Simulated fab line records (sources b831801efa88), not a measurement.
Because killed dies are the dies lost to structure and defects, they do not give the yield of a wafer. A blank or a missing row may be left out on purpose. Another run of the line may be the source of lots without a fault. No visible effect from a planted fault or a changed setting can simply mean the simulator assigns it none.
Which tool did it?    flow gf180mcu    36 wafers from 12 lots sampled at 2 of the route's 602 steps

== WHAT THE GAUGES SHOWED, per wafer ==
GF_LVPWELL_TW_MEAS_11.
lot   measured     on             LVPWELL_TW
L340  day 3 22:07  film metro-03  561 560 560
L349  day 6 07:07  film metro-01  562 559 558
L350  day 6 09:47  film metro-03  561 561 563
L351  day 6 12:34  film metro-01  560 559 557
L353  day 6 23:19  film metro-04  553 555 556
L354  day 7 06:38  film metro-01  561 561 558
L356  day 7 16:12  film metro-01  562 560 561
L357  day 7 21:49  film metro-04  558 555 556
L359  day 8 09:29  film metro-04  557 556 553
L361  day 8 18:53  film metro-03  560 561 563
L362  day 9 03:02  film metro-04  560 557 557
L363  day 9 05:58  film metro-04  556 557 560

== WHAT TOOL EACH LOT RAN ON (gives the tool, then ch and the chambers of the sampled wafers, and finally the start) ==
lot   GF_STI_ETCH_14
L340  rie si-01 ch 0,1,3, day 2 03:47
L349  rie si-01 ch 0,1, day 4 05:46
L350  rie si-01 ch 0,2,3, day 4 07:43
L351  rie si-01 ch 1,2,3, day 4 11:52
L353  rie si-01 ch 0,1,3, day 4 20:21
L354  rie si-02 ch 0,1, day 5 03:19
L356  rie si-02 ch 0,1,3, day 5 12:25
L357  rie si-01 ch 1,2, day 5 17:40
L359  rie si-02 ch 0,2,3, day 6 04:01
L361  rie si-01 ch 2,3, day 6 14:19
L362  rie si-01 ch 0,3, day 6 19:34
L363  rie si-01 ch 2,3, day 6 23:55
- GF_STI_ETCH_14: etches Si in HBr/Cl2/O2, target depth 360 nm, time 102.9 s.

== WHAT THE TOOLS THEMSELVES READ (means of the sampled wafers that have a number; where no wafer has one, the mark that the record gives instead) ==
GF_STI_ETCH_14.
lot   tool       bias w (W)  drypump motor current A (A)  oes product au (a.u.)  throttle valve pct (%)
L340  rie si-01  149.9       5.9                          0.990                  25.663
L349  rie si-01  149.7       5.7                          0.993                  25.659
L350  rie si-01  150.1       5.8                          0.991                  25.657
L351  rie si-01  150.1       5.7                          0.995                  25.662
L353  rie si-01  150.3       5.9                          0.999                  25.660
L354  rie si-02  149.6       5.3                          1.000                  25.658
L356  rie si-02  150.7       5.7                          1.004                  25.656
L357  rie si-01  150.2       5.5                          0.993                  25.654
L359  rie si-02  150.3       5.9                          1.002                  25.646
L361  rie si-01  149.7       5.9                          0.997                  25.651
L362  rie si-01  149.7       6.0                          1.001                  25.657
L363  rie si-01  150.6       5.8                          0.998                  25.662

== THE ANSWER, worked out from the rows above alone ==
Rule: the lots themselves supply what counts as usual. The widest of any qualifying gaps counts: lots, ordered by their means at a reading, are off when they make up no more than a third of the lots, leave a main group of 4 or more, and stand apart from it by 3 or more times the standard deviation of that group's means. A main group whose means are all the same, to the digits that the tables above print for the reading, isn't used. A lot without any number at a reading at which 4 lots or more have one is off too. All remaining lots with rows at the step are treated as sound. Order of review: gauges by route order, followed by the tools' own readings, for which a lot's mean as printed above is used. At the first step where some lot is off, the reading lying furthest off is the one used; lots without a number count as furthest.
Across all readings shown, no lot is off: no conclusion can be drawn from this.

== WHAT THE SIMULATOR HAD PUT IN ==
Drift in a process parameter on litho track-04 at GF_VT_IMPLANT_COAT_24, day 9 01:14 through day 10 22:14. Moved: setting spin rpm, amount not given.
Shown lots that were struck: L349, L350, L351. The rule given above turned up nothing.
